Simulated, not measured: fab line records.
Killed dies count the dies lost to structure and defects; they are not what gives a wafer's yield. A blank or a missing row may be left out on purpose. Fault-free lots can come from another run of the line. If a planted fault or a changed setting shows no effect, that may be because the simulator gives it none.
Which of the tools did it? | flow gf180mcu | route of 602 steps, sampled at 1 step: 13 lots, 39 wafers

== WHAT THE GAUGES SHOWED, per wafer ==
GF_M4_THK_MEAS_06: measures by xrf.
lot  | measured     | on            | M4_ALCU_THK (nm)
L262 | day 22 07:23 | film-metro-02 | 443 443 439
L263 | day 22 18:24 | film-metro-03 | 447 448 444
L264 | day 23 03:25 | film-metro-02 | 442 439 441
L265 | day 23 12:22 | film-metro-02 | 435 438 434
L266 | day 23 20:02 | film-metro-03 | 438 440 438
L268 | day 24 13:38 | film-metro-02 | 439 440 441
L269 | day 25 00:13 | film-metro-04 | 444 440 442
L270 | day 25 06:52 | film-metro-02 | 434 436 438
L271 | day 25 17:52 | film-metro-02 | 442 443 439
L272 | day 25 23:43 | film-metro-02 | 442 442 438
L274 | day 26 16:42 | film-metro-02 | 434 438 437
L277 | day 27 15:47 | film-metro-03 | 454 453 454
L280 | day 28 11:19 | film-metro-02 | 446 440 443

== WHAT TOOL EACH LOT RAN ON (gives the tool, then ch and the chambers of the sampled wafers, and finally the start) ==
The record holds no process step before these readings.

== WHAT THE TOOLS THEMSELVES READ (means of the sampled wafers that have a number; where no wafer has one, the mark that the record gives instead) ==
The record holds no such reading with a usual standard deviation.

== THE ANSWER, worked out from the rows above alone ==
Rule: the lots themselves supply what counts as usual. Put in order of their means at a reading, lots are off if they are a third of the lots or fewer, leave a main group of 4 or more, and stand apart from it by a gap of 3 or more times the standard deviation of the main group's means; of several such gaps the widest counts. If all means in a main group match to the digits the tables above print for the reading, that group is not used. Also off: a lot with no number at a reading for which 4 or more lots have one. All remaining lots with rows at the step are treated as sound. Order of review: gauges by route order, followed by the tools' own readings, for which a lot's mean as printed above is used. At the first step where some lot is off, the reading lying furthest off is the one used; lots without a number count as furthest.
No lot is off on any of the readings shown, so nothing can be concluded from this.

== WHAT WAS PUT IN BY THE SIMULATOR ==
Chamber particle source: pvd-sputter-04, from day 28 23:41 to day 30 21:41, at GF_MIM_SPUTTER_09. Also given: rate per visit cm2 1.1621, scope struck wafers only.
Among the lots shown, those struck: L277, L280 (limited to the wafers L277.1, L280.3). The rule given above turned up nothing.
